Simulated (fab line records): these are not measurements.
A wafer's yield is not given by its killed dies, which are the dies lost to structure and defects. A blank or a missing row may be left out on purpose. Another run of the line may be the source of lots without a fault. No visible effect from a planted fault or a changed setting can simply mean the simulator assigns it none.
What tool caused it?    flow sky130    Sampling: 7 lots, 21 wafers, 3 of 708 route steps

WHAT EACH GAUGE READ, for each wafer
SKY_POLY_CUT_CD_MEAS_08 targets a cd of 270 nm.
lot   measured      on         cd_nm (nm)
L508  day 24 14:49  cd_sem-02  271.0 270.6 269.3
L510  day 25 17:53  cd_sem-01  271.2 271.5 272.2
L513  day 26 18:36  cd_sem-02  271.8 272.0 273.0
L522  day 29 17:02  cd_sem-02  270.7 270.5 272.1
L528  day 31 11:48  cd_sem-01  269.1 269.2 269.7
L530  day 32 18:37  cd_sem-02  271.9 271.9 271.1

WHICH TOOL RAN EACH LOT (tool, then ch and the chambers of the sampled wafers, then the start)
lot   SKY_LDD_LDN_STRIP_12                  SKY_SPACER_CVD_00
L508  plasma_asher-01 ch 0,1, day 23 07:32  lpcvd-02 ch 1, day 23 07:45
L510  plasma_asher-01 ch 0,1, day 24 09:59  lpcvd-02 ch 1, day 24 11:01
L513  plasma_asher-03 ch 0,1, day 25 11:44  lpcvd-02 ch 0, day 25 11:54
L515  plasma_asher-02 ch 0,1, day 26 14:29  lpcvd-02 ch 1, day 26 14:42
L522  plasma_asher-01 ch 0,1, day 28 11:08  lpcvd-02 ch 1, day 28 11:18
L528  plasma_asher-02 ch 0,1, day 30 06:27  lpcvd-02 ch 1, day 30 06:38
L530  plasma_asher-02 ch 0,1, day 31 14:05  lpcvd-02 ch 1, day 31 14:51
- SKY_LDD_LDN_STRIP_12: strips in O2/N2.
- SKY_SPACER_CVD_00: deposits Si3N4 from DCS/NH3, target thk 43.1 nm, time 740 s.

THE ANSWER, worked out from the rows above alone
Rule: the usual values come from the lots themselves. The widest of any qualifying gaps counts: lots, ordered by their means at a reading, are off when they make up no more than a third of the lots, leave a main group of 4 or more, and stand apart from it by 3 or more times the standard deviation of that group's means. A main group whose means are all the same, to the digits that the tables above print for the reading, isn't used. A lot without any number at a reading at which 4 lots or more have one is off too. The other lots that the step has rows for count as sound.
No lot is off at any reading shown: from this, nothing can be told.

WHAT THE SIMULATOR PUT IN
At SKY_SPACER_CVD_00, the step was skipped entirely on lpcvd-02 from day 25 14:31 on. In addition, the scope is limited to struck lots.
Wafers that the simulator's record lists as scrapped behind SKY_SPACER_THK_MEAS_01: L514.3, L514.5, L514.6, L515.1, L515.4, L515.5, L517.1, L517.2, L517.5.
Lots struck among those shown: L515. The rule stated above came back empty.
